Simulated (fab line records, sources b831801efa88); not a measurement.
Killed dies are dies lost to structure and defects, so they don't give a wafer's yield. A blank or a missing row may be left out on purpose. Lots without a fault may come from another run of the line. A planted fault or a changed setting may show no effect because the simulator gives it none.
A struck lot beside a sound one | flow sky130 | 19 steps out of a route of 708
Sound: wafers L654.3, L654.4, L654.6. Struck: wafers L668.1, L668.3, L668.4. The cause comes at the end.
At each step with rows: each side's tool, then ch and its chambers, then its first start. Under that, the readings that differ: sound wafers | struck wafers | difference of the means | sigmas: that difference in standard deviations of wafers without a fault.
alike: readings whose means differ by less than 2 such deviations, and words and numbers that are the same on both sides. not compared: withheld readings, readings that some wafer has no value for, bounds like >300 that may hide the same value, and numbers for which the record gives no deviation and whose values overlap.
The two part at a step that has a row with sigmas, a row that says differs or no value, or rows on one side only. Numbers that don't overlap but have no deviation are shown without sigmas and don't part them. A reading that every wafer of one side lacks parts them only if that side has two wafers or more.

first, 4 steps without rows for these wafers: SKY_VT_ADJUST_PCH_SOFTBAKE_03; SKY_VT_ADJUST_PCH_EXPOSE_04 (exposes mask NWM, target cd 840 nm); SKY_VT_ADJUST_PCH_PEB_05; SKY_VT_ADJUST_PCH_DEVELOP_06 (develop time 60 s).
SKY_VT_ADJUST_PCH_OVL_MEAS_07:
  sound on overlay-02, day 11 15:06; struck on overlay-01, day 16 05:25
  alike: VT_ADJUST_PCH_OVL
then, 1 step without rows for these wafers: SKY_VT_ADJUST_PCH_IMPLANT_08.
SKY_VT_ADJUST_PCH_STRIP_09: strips in O2/N2.
  sound on plasma_asher-03 ch 0,1, day 11 15:18; struck on plasma_asher-04 ch 0,1, day 16 05:37
  alike: chamber_pressure_mTorr, drypump_motor_current_A, oes_product_au, strip_time_to_endpoint_s
  not compared: rf_hours_counter_h
SKY_VT_ADJUST_PCH_TW_MEAS_10:
  sound on film_metro-02, day 11 15:23; struck on film_metro-02, day 16 05:43
  alike: VT_ADJUST_PCH_TW
then, 4 steps without rows for these wafers: SKY_SONOS_TUNNEL_DEHYDRATE_00 (time 60 s); SKY_SONOS_TUNNEL_HMDS_01 (prime time 60 s); SKY_SONOS_TUNNEL_COAT_02 (resist thk 1140 nm); SKY_SONOS_TUNNEL_SOFTBAKE_03 (time 60 s).
SKY_SONOS_TUNNEL_EXPOSE_04: exposes mask TUNM, target cd 410 nm.
  sound on iline_stepper-01 ch 0, day 12 02:43; struck on iline_stepper-01 ch 0, day 16 22:29
  reading                              | sound                   | struck            | difference | sigmas
  model.SONOS_TUNNEL.overlay_x_nm (nm) | -0.1905 -0.1905 -0.1905 | 290.4 290.4 290.4 | +290.6     |
  alike: mask, stage_vel_mm_s
then, 2 steps without rows for these wafers: SKY_SONOS_TUNNEL_PEB_05; SKY_SONOS_TUNNEL_DEVELOP_06 (develop time 60 s).
SKY_SONOS_TUNNEL_CD_MEAS_07: target cd 410 nm.
  sound on cd_sem-02, day 12 14:37; struck on cd_sem-02, day 17 11:33
  alike: cd_nm
SKY_SONOS_TUNNEL_OVL_MEAS_08:
  sound on overlay-02, day 12 14:42; struck on overlay-01, day 17 11:40
  reading               | sound          | struck            | difference | sigmas
  SONOS_TUNNEL_OVL (nm) | -1.4 -1.6 -1.7 | 290.1 288.4 288.6 | +290.6     | +99 or more
then, 1 step without rows for these wafers: SKY_SONOS_TUNNEL_IMPLANT_09.
-- the record jumps here: 33 days lie between the struck wafers' starts before and after (it left off in module SONOS_TUNNEL and takes up again in module PAD_OPEN, whose first step shown is number 708 of the route) --
SKY_PAD_OPEN_PROBE_99:
  sound on prober-01, day 46 20:02; struck on prober-02, day 50 03:39
  reading             | sound    | struck      | difference | sigmas
  killed_at_front_end | 30 32 24 | 409 415 405 | +381       | +81
  killed_at_other     | 0 0 0    | 2 2 2       | +2         | +3
  killed_dies         | 94 99 95 | 492 492 492 | +396       | +40
  killed_on_rim       | 12 18 17 | 96 96 96    | +80        | +22
  alike: killed_at_M0_to_M3, killed_at_M4_up, killed_at_contacts, killed_open, killed_short

WHERE THEY PART
First at SKY_SONOS_TUNNEL_OVL_MEAS_08; last, within this record, at SKY_PAD_OPEN_PROBE_99.

WHY: what the simulator had put in
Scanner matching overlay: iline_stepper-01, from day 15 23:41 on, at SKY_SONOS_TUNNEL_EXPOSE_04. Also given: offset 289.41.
